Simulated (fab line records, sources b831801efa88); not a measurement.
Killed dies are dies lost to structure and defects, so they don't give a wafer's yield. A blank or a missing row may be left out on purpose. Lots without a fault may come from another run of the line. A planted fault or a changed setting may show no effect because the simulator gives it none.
Problem report in the 8D (eight disciplines) form, filled by code | flow gf180mcu | the parts of the form that need people (team, actions taken, sign-off) are left out

1. THE PROBLEM
oes_product_au at GF_MIM_METAL_ETCH_19 reads a mean of 0.885 a.u. on 6 wafers of 2 lots; wafers without a fault read 0.939 a.u. with a standard deviation of 0.007. That is -7.7 standard deviations from the usual mean.
The step: etches the open film in Cl2/BCl3, stops on Si3N4, target depth 324.5 nm, time 54.1 s.
First seen on wafer L981.2, day 27 09:08, on rie_metal-02. The record holds 33 wafers of 11 lots with a number at this step. Rule for "out", or "out of limits": more than 4 standard deviations from the usual mean. The other wafers with a number count as sound.

2. WHAT IT IS AND WHAT IT IS NOT
question                    | is                                 | is not
which readings at this step | oes_product_au, throttle_valve_pct | drypump_motor_current_A, rf_fwd_power_W
which lots                  | L981, L982                         | L988, L990, L991, L992, L993, L994, L995, L997, L998
which wafers of those lots  | all that have a number             | -
read on which tools         | rie_metal-01, rie_metal-02         | rie_metal-03
when                        | from day 27 09:08                  | up to then (0 sound wafers); but 27 sound wafers of L988, L990, L991, L992, L993, L994, L995, L997, L998 came after

3. SUSPECTS, AND WHAT RULES EACH OUT
Counting: a tool at a process step up to the reading stays a suspect if it ran every lot that is out and no sound lot after the first of them.
- pvd_sputter-04 at GF_V4_SPUTTER_22 (material TiN, target thk 10 nm, time 38.6 s): ruled out as a lasting fault. Sound lots L988, L990, L991, L993, L995, L994, L997 ran on it after its first lot that is out, L981 (day 26 11:26).
- pvd_sputter-04 at GF_MIM_SPUTTER_07 (material TiN, target thk 60 nm, time 50 s): ruled out as a lasting fault. Sound lots L988, L991, L992, L994, L998 ran on it after its first lot that is out, L981 (day 26 12:22).
Left after counting: nothing in the record.

4. THE CAUSE (what the simulator had put in)
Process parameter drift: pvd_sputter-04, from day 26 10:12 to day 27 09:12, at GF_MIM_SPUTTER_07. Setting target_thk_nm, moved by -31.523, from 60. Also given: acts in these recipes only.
Counting ruled it out, wrongly: the rule takes a fault to strike every lot that its tool runs from its start on, and this one did not.

5. THE CHAIN OF EFFECTS, in route order
Each row: a reading whose mean over the struck wafers that have a number lies more than 3 standard deviations from the usual. Only readings for which the record gives a usual standard deviation are gone through. hours: the time from each lot's start at the first step in this table that gives one to its start at this step, as a median over the lots. sigmas: the change in usual standard deviations.
hours | step                 | reading            | usual      | on struck wafers | change | sigmas
0     | GF_MIM_METAL_ETCH_19 | oes_product_au     | 0.939 a.u. | 0.885            | -0.054 | -7.7
0     | GF_MIM_METAL_ETCH_19 | throttle_valve_pct | 28.286 %   | 28.349           | +0.063 | +5.7
The process steps in it:
- GF_MIM_METAL_ETCH_19: etches the open film in Cl2/BCl3, stops on Si3N4, target depth 324.5 nm, time 54.1 s.

6. WHAT WOULD HAVE CAUGHT IT SOONER
In this record the first reading out of limits was taken at day 27 09:08, 23 hours after the fault began at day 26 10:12.
Of the tool readings at GF_MIM_SPUTTER_07 for which the record gives a usual standard deviation, none was out on any struck wafer, so an alarm limit of 4 standard deviations on them would not have fired.
